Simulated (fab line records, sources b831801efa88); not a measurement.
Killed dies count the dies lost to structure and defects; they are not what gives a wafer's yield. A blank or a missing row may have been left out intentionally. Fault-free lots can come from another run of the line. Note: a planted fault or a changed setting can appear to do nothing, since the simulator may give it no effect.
Which tool was responsible? | flow gf180mcu | 11 lots with 33 wafers sampled at 3 steps, on a route of 602 steps

== WHAT THE GAUGES SHOWED, per wafer ==
GF_DNWELL_TW_MEAS_09. Usual: for DNWELL_TW the level is 1348 and the standard deviation is 10.
lot  | measured    | on            | DNWELL_TW      | flag
L956 | day 3 01:54 | film metro-01 | 1347 1347 1351 |
L958 | day 3 12:02 | film metro-03 | 1341 1340 1343 |
L960 | day 3 21:17 | film metro-01 | 1334 1342 1345 |
L964 | day 4 20:32 | film metro-01 | 1350 1353 1354 |
L967 | day 5 10:31 | film metro-01 | 1359 1349 1353 |
L969 | day 5 20:50 | film metro-01 | 1357 1365 1358 |
L971 | day 6 06:46 | film metro-01 | 1354 1353 1350 |
L975 | day 7 03:50 | film metro-01 | 1353 1354 1350 |
L976 | day 7 10:57 | film metro-03 | 1339 1330 1342 |
L977 | day 7 16:11 | film metro-03 | 1351 1350 1350 |
L978 | day 7 22:14 | film metro-04 | 1349 1354 1349 |

== EACH LOT AND THE TOOL THAT RAN IT (in order: tool; ch and the chambers of the sampled wafers; start) ==
lot  | GF_STI_ETCH_13                    | GF_STI_STRIP_15
L956 | rie diel-03 ch 0,1,2, day 2 06:22 | plasma asher-02 ch 0, day 2 06:32
L958 | rie diel-04 ch 0,2,3, day 2 19:07 | plasma asher-04 ch 0,1, day 2 19:17
L960 | rie diel-02 ch 1,2, day 3 02:55   | plasma asher-04 ch 0,1, day 3 03:05
L964 | rie diel-04 ch 0,2,3, day 3 23:58 | plasma asher-01 ch 0,1, day 4 00:09
L967 | rie diel-02 ch 0,1,3, day 4 15:31 | plasma asher-01 ch 0,1, day 4 15:43
L969 | rie diel-02 ch 1,2,3, day 5 01:19 | plasma asher-02 ch 0,1, day 5 01:28
L971 | rie diel-02 ch 0,2,3, day 5 11:22 | plasma asher-04 ch 0,1, day 5 11:33
L975 | rie diel-02 ch 1,2,3, day 6 08:16 | plasma asher-01 ch 0,1, day 6 08:25
L976 | rie diel-02 ch 0,1,2, day 6 13:44 | plasma asher-01 ch 0,1, day 6 13:53
L977 | rie diel-04 ch 0,1,2, day 6 18:49 | plasma asher-02 ch 1, day 6 18:59
L978 | rie diel-04 ch 0,1,3, day 7 00:28 | plasma asher-01 ch 0,1, day 7 00:37
- GF_STI_ETCH_13: etches the open film in CHF3/O2, stops on Si, target depth 282.31 nm, time 112.9 s.
- GF_STI_STRIP_15: strips in O2/N2.

== AS READ BY THE TOOLS THEMSELVES (means over the sampled wafers that have a number; for cases with no such wafer, the mark the record gives instead) ==
GF_STI_ETCH_13. Usual: chf3 flow sccm 50.01 sccm, standard deviation 0.16; drypump motor current A 5.5 A, standard deviation 0.43; oes product au 0.835 a.u., standard deviation 0.0054; run length s 141.3 s, standard deviation 0.49; throttle valve pct 8.811 %, standard deviation 0.0096.
lot  | tool        | chf3 flow sccm (sccm) | drypump motor current A (A) | oes product au (a.u.) | run length s (s) | throttle valve pct (%) | flag
L956 | rie diel-03 | 49.95                 | 5.1                         | 0.826                 | 141.0            | 8.810                  |
L958 | rie diel-04 | 50.11                 | 6.0                         | 0.832                 | 141.1            | 8.810                  |
L960 | rie diel-02 | 50.14                 | 5.6                         | 0.836                 | 141.4            | 8.813                  |
L964 | rie diel-04 | 50.04                 | 6.0                         | 0.835                 | 141.1            | 8.810                  |
L967 | rie diel-02 | 49.91                 | 5.4                         | 0.839                 | 141.4            | 8.819                  |
L969 | rie diel-02 | 50.15                 | 5.6                         | 0.828                 | 141.6            | 8.814                  |
L971 | rie diel-02 | 49.84                 | 5.4                         | 0.834                 | 141.2            | 8.823                  |
L975 | rie diel-02 | 50.11                 | 5.6                         | 0.972                 | 126.6            | 8.843                  | OFF
L976 | rie diel-02 | 50.04                 | 5.4                         | 0.970                 | 126.1            | 8.849                  | OFF
L977 | rie diel-04 | 49.98                 | 5.8                         | 0.837                 | 141.2            | 8.811                  |
L978 | rie diel-04 | 50.00                 | 5.9                         | 0.838                 | 141.5            | 8.819                  |

GF_STI_STRIP_15. Usual: drypump motor current A 6.2 A, standard deviation 0.38; heater power w 339 W, standard deviation 47; oes product au 0.384 a.u., standard deviation 0.0045; strip time to endpoint s 3.73 s, standard deviation 0.032.
lot  | tool            | drypump motor current A (A) | heater power w (W) | oes product au (a.u.) | strip time to endpoint s (s) | flag
L956 | plasma asher-02 | 6.7                         | 306                | 0.383                 | 3.74                         |
L958 | plasma asher-04 | 6.1                         | 361                | 0.381                 | 3.75                         |
L960 | plasma asher-04 | 6.1                         | 381                | 0.387                 | 3.72                         |
L964 | plasma asher-01 | 6.5                         | 304                | 0.389                 | 3.74                         |
L967 | plasma asher-01 | 6.5                         | 307                | 0.381                 | 3.69                         |
L969 | plasma asher-02 | 5.9                         | 328                | 0.385                 | 3.73                         |
L971 | plasma asher-04 | 6.1                         | 362                | 0.387                 | 3.74                         |
L975 | plasma asher-01 | 6.5                         | 309                | 0.399                 | 4.08                         | OFF
L976 | plasma asher-01 | 6.5                         | 309                | 0.398                 | 4.09                         | OFF
L977 | plasma asher-02 | 5.4                         | 348                | 0.387                 | 3.74                         |
L978 | plasma asher-01 | 6.5                         | 310                | 0.383                 | 3.74                         |

== THE ANSWER, worked out from the rows above alone ==
Rule: a lot is off if the mean of its wafers that have a number lies more than 3 standard deviations from the usual mean. Also off: a lot with no number at a reading for which 4 or more lots have one. All remaining lots with rows at the step are treated as sound. Order of review: gauges by route order, followed by the tools' own readings, for which a lot's mean as printed above is used. At the first step where some lot is off, the reading lying furthest off is the one used; lots without a number count as furthest.
Off at GF_STI_ETCH_13 (run length s): L975, L976.
A tool fits if, at that step or a process step before it, it ran every lot that is off, and no sound lot after the first of them. One fits: rie diel-02 at GF_STI_ETCH_13. Its last sound lot is L971 (day 5 11:22), its first lot that is off L975 (day 6 08:16): a fault that began between those two fits.
The tool's own readings at GF_STI_ETCH_13 bear it out: on the lots that are off they differ by more than 5 times the standard deviation of the sound lots' means. oes product au reads 0.971 a.u. there against 0.834 a.u. on the sound lots; run length s reads 126.3 s there against 141.3 s on the sound lots; throttle valve pct reads 8.846 % there against 8.814 % on the sound lots.

== WHAT THE SIMULATOR PUT IN ==
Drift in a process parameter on rie diel-02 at GF_STI_ETCH_13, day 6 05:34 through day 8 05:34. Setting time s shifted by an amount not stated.
Shown lots that were struck: L975, L976. The same result came from the rule above.
